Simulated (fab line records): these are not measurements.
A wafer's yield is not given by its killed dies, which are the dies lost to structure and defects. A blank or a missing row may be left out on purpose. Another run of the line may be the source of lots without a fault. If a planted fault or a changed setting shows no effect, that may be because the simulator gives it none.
Which of the tools did it? :: flow sky130 :: Sampling: 13 lots, 39 wafers, 5 of 708 route steps

## WHAT THE GAUGES SHOWED, per wafer
SKY_FIELD_ISO_CD_MEAS_13: target cd 150 nm.
lot: L641
measured: day 2 19:44
on: cd-sem-01
cd-nm (nm): 151.7 150.3 151.6

lot: L642
measured: day 3 02:38
on: cd-sem-01
cd-nm (nm): 146.6 148.1 148.0

lot: L643
measured: day 3 08:07
on: cd-sem-01
cd-nm (nm): 147.3 146.5 145.3

lot: L646
measured: day 4 00:34
on: cd-sem-02
cd-nm (nm): 147.1 145.4 147.0

lot: L649
measured: day 4 13:04
on: cd-sem-02
cd-nm (nm): 149.7 149.4 148.8

lot: L650
measured: day 4 20:49
on: cd-sem-02
cd-nm (nm): 151.7 151.3 153.5

lot: L651
measured: day 5 00:52
on: cd-sem-02
cd-nm (nm): 148.8 148.8 149.5

lot: L653
measured: day 5 12:01
on: cd-sem-01
cd-nm (nm): 150.3 151.9 150.1

lot: L654
measured: day 5 16:20
on: cd-sem-02
cd-nm (nm): 150.3 149.8 150.1

lot: L655
measured: day 5 19:41
on: cd-sem-02
cd-nm (nm): 150.4 149.6 149.4

lot: L656
measured: day 6 05:55
on: cd-sem-02
cd-nm (nm): 150.0 147.7 150.6

lot: L657
measured: day 6 10:58
on: cd-sem-01
cd-nm (nm): 151.0 150.4 149.7

lot: L659
measured: day 6 16:47
on: cd-sem-01
cd-nm (nm): 148.7 148.3 148.9

SKY_NWELL_OVL_MEAS_23.
lot: L641
measured: day 5 22:01
on: overlay-02
NWELL_01_OVL (nm): -1.5 -0.1 -1.4

lot: L642
measured: day 6 06:56
on: overlay-01
NWELL_01_OVL (nm): 0.1 0.5 0.5

lot: L643
measured: day 6 10:11
on: overlay-02
NWELL_01_OVL (nm): -0.2 -1.1 -0.3

lot: L646
measured: day 7 09:49
on: overlay-01
NWELL_01_OVL (nm): -0.4 -1.3 -1.1

lot: L649
measured: day 7 21:38
on: overlay-01
NWELL_01_OVL (nm): -1.7 -2.2 -1.3

lot: L650
measured: day 8 02:19
on: overlay-01
NWELL_01_OVL (nm): 1.8 3.1 3.2

lot: L651
measured: day 8 21:41
on: overlay-02
NWELL_01_OVL (nm): -0.2 -1.4 -0.9

lot: L653
measured: day 9 14:26
on: overlay-01
NWELL_01_OVL (nm): 1.0 0.9 0.3

lot: L654
measured: day 10 04:41
on: overlay-02
NWELL_01_OVL (nm): -1.4 -2.3 -3.3

lot: L655
measured: day 10 05:20
on: overlay-02
NWELL_01_OVL (nm): -1.2 -1.0 -0.6

lot: L656
measured: day 10 14:30
on: overlay-02
NWELL_01_OVL (nm): -1.3 -1.5 -2.6

lot: L657
measured: day 10 15:34
on: overlay-01
NWELL_01_OVL (nm): -3.8 -0.9 -1.1

lot: L659
measured: day 11 02:04
on: overlay-01
NWELL_01_OVL (nm): -1.8 -2.3 -2.1

SKY_VT_ADJUST_LVTN_TW_MEAS_21.
lot: L641
measured: day 8 04:58
on: film-metro-03
VT_ADJUST_LVTN_2_TW: 187.2 186.9 186.3

lot: L642
measured: day 8 15:49
on: film-metro-01
VT_ADJUST_LVTN_2_TW: 187.2 188.7 188.7

lot: L643
measured: day 8 18:38
on: film-metro-01
VT_ADJUST_LVTN_2_TW: 188.5 188.5 188.5

lot: L646
measured: day 9 22:35
on: film-metro-01
VT_ADJUST_LVTN_2_TW: 227.3 226.7 227.0 228.1 226.7 227.9

lot: L649
measured: day 10 13:34
on: film-metro-01
VT_ADJUST_LVTN_2_TW: 229.2 230.3 229.4 229.7 229.3 229.7

lot: L650
measured: day 10 17:50
on: film-metro-01
VT_ADJUST_LVTN_2_TW: 188.3 187.8 188.9

lot: L651
measured: day 11 17:20
on: film-metro-03
VT_ADJUST_LVTN_2_TW: 225.6 228.3 227.0 227.5 227.2 228.6

lot: L653
measured: day 12 12:38
on: film-metro-01
VT_ADJUST_LVTN_2_TW: 188.6 189.5 188.8

lot: L654
measured: day 13 05:29
on: film-metro-03
VT_ADJUST_LVTN_2_TW: 185.2 185.4 186.8

lot: L655
measured: day 13 05:40
on: film-metro-04
VT_ADJUST_LVTN_2_TW: 188.3 187.2 188.1

lot: L656
measured: day 13 17:02
on: film-metro-03
VT_ADJUST_LVTN_2_TW: 185.6 185.8 185.3

lot: L657
measured: day 13 18:13
on: film-metro-04
VT_ADJUST_LVTN_2_TW: 187.3 188.1 187.4

lot: L659
measured: day 14 06:16
on: film-metro-03
VT_ADJUST_LVTN_2_TW: 186.3 186.8 186.3

## WHAT TOOL EACH LOT RAN ON (gives the tool, then ch and the chambers of the sampled wafers, and finally the start)
lot: L641
SKY_NWELL_STRIP_25: plasma-asher-01 ch 0,1, day 5 22:13
SKY_VT_ADJUST_LVTN_IMPLANT_19: implanter-01 ch 0, day 8 04:43

lot: L642
SKY_NWELL_STRIP_25: plasma-asher-04 ch 0,1, day 6 07:08
SKY_VT_ADJUST_LVTN_IMPLANT_19: implanter-02 ch 0, day 8 15:34

lot: L643
SKY_NWELL_STRIP_25: plasma-asher-01 ch 0,1, day 6 10:22
SKY_VT_ADJUST_LVTN_IMPLANT_19: implanter-01 ch 0, day 8 18:24

lot: L646
SKY_NWELL_STRIP_25: plasma-asher-01 ch 0,1, day 7 10:01
SKY_VT_ADJUST_LVTN_IMPLANT_19: implanter-02 ch 0, day 9 22:01

lot: L649
SKY_NWELL_STRIP_25: plasma-asher-04 ch 0,1, day 7 21:56
SKY_VT_ADJUST_LVTN_IMPLANT_19: implanter-01 ch 0, day 10 12:46

lot: L650
SKY_NWELL_STRIP_25: plasma-asher-04 ch 0,1, day 8 02:31
SKY_VT_ADJUST_LVTN_IMPLANT_19: implanter-03 ch 0, day 10 17:35

lot: L651
SKY_NWELL_STRIP_25: plasma-asher-02 ch 0,1, day 8 21:53
SKY_VT_ADJUST_LVTN_IMPLANT_19: implanter-02 ch 0, day 11 16:46

lot: L653
SKY_NWELL_STRIP_25: plasma-asher-01 ch 0,1, day 9 14:37
SKY_VT_ADJUST_LVTN_IMPLANT_19: implanter-02 ch 0, day 12 12:24

lot: L654
SKY_NWELL_STRIP_25: plasma-asher-04 ch 0,1, day 10 04:53
SKY_VT_ADJUST_LVTN_IMPLANT_19: implanter-02 ch 0, day 13 05:14

lot: L655
SKY_NWELL_STRIP_25: plasma-asher-04 ch 0,1, day 10 05:32
SKY_VT_ADJUST_LVTN_IMPLANT_19: implanter-03 ch 0, day 13 05:25

lot: L656
SKY_NWELL_STRIP_25: plasma-asher-02 ch 0,1, day 10 14:41
SKY_VT_ADJUST_LVTN_IMPLANT_19: implanter-03 ch 0, day 13 16:48

lot: L657
SKY_NWELL_STRIP_25: plasma-asher-01 ch 0,1, day 10 15:46
SKY_VT_ADJUST_LVTN_IMPLANT_19: implanter-01 ch 0, day 13 17:58

lot: L659
SKY_NWELL_STRIP_25: plasma-asher-04 ch 0,1, day 11 02:16
SKY_VT_ADJUST_LVTN_IMPLANT_19: implanter-03 ch 0, day 14 06:01
- SKY_NWELL_STRIP_25: strips in O2/N2.
- SKY_VT_ADJUST_LVTN_IMPLANT_19

## AS READ BY THE TOOLS THEMSELVES (means over the sampled wafers that have a number; for cases with no such wafer, the mark the record gives instead)
SKY_NWELL_STRIP_25.
lot: L641
tool: plasma-asher-01
drypump-motor-current-A (A): 6.3
n2-flow-sccm (sccm): 300.3
oes-product-au (a.u.): 0.722
strip-time-to-endpoint-s (s): 36.84

lot: L642
tool: plasma-asher-04
drypump-motor-current-A (A): 5.7
n2-flow-sccm (sccm): 300.0
oes-product-au (a.u.): 0.727
strip-time-to-endpoint-s (s): 37.01

lot: L643
tool: plasma-asher-01
drypump-motor-current-A (A): 5.9
n2-flow-sccm (sccm): 299.7
oes-product-au (a.u.): 0.724
strip-time-to-endpoint-s (s): 37.05

lot: L646
tool: plasma-asher-01
drypump-motor-current-A (A): 5.9
n2-flow-sccm (sccm): 300.8
oes-product-au (a.u.): 0.728
strip-time-to-endpoint-s (s): 37.03

lot: L649
tool: plasma-asher-04
drypump-motor-current-A (A): 5.7
n2-flow-sccm (sccm): 299.6
oes-product-au (a.u.): 0.726
strip-time-to-endpoint-s (s): 36.92

lot: L650
tool: plasma-asher-04
drypump-motor-current-A (A): 5.7
n2-flow-sccm (sccm): 300.0
oes-product-au (a.u.): 0.722
strip-time-to-endpoint-s (s): 36.87

lot: L651
tool: plasma-asher-02
drypump-motor-current-A (A): 6.0
n2-flow-sccm (sccm): 300.5
oes-product-au (a.u.): 0.721
strip-time-to-endpoint-s (s): 36.85

lot: L653
tool: plasma-asher-01
drypump-motor-current-A (A): 6.3
n2-flow-sccm (sccm): 300.3
oes-product-au (a.u.): 0.725
strip-time-to-endpoint-s (s): 36.60

lot: L654
tool: plasma-asher-04
drypump-motor-current-A (A): 5.7
n2-flow-sccm (sccm): 299.4
oes-product-au (a.u.): 0.721
strip-time-to-endpoint-s (s): 36.91

lot: L655
tool: plasma-asher-04
drypump-motor-current-A (A): 5.8
n2-flow-sccm (sccm): 300.2
oes-product-au (a.u.): 0.726
strip-time-to-endpoint-s (s): 36.91

lot: L656
tool: plasma-asher-02
drypump-motor-current-A (A): 6.0
n2-flow-sccm (sccm): 300.8
oes-product-au (a.u.): 0.720
strip-time-to-endpoint-s (s): 36.87

lot: L657
tool: plasma-asher-01
drypump-motor-current-A (A): 5.9
n2-flow-sccm (sccm): 298.8
oes-product-au (a.u.): 0.724
strip-time-to-endpoint-s (s): 36.97

lot: L659
tool: plasma-asher-04
drypump-motor-current-A (A): 5.7
n2-flow-sccm (sccm): 300.1
oes-product-au (a.u.): 0.722
strip-time-to-endpoint-s (s): 37.12

## THE ANSWER, worked out from the rows above alone
Rule: the lots themselves supply what counts as usual. The widest of any qualifying gaps counts: lots, ordered by their means at a reading, are off when they make up no more than a third of the lots, leave a main group of 4 or more, and stand apart from it by 3 or more times the standard deviation of that group's means. The tables above print the reading to a certain number of digits; a main group whose means all agree to those digits is not used. A lot without any number at a reading at which 4 lots or more have one is off too. Where the step has rows for the other lots, those lots are counted as sound. First the gauges in route order, then the tools' own readings, where a lot's mean is used as printed above. At the first step where some lot is off, the reading lying furthest off is the one used; lots without a number count as furthest.
Off: at SKY_VT_ADJUST_LVTN_TW_MEAS_21 (VT_ADJUST_LVTN_2_TW), L646, L649, L651. The main group has a mean of 187.4 with a standard deviation of 1.1.
If a tool, at a process step before that reading, ran all the lots that are off and no sound lot after the first of them, it fits. The gauges at SKY_VT_ADJUST_LVTN_TW_MEAS_21 are tried like those tools. Not one of the candidates tried fits.

## WHAT HAD BEEN PUT IN BY THE SIMULATOR
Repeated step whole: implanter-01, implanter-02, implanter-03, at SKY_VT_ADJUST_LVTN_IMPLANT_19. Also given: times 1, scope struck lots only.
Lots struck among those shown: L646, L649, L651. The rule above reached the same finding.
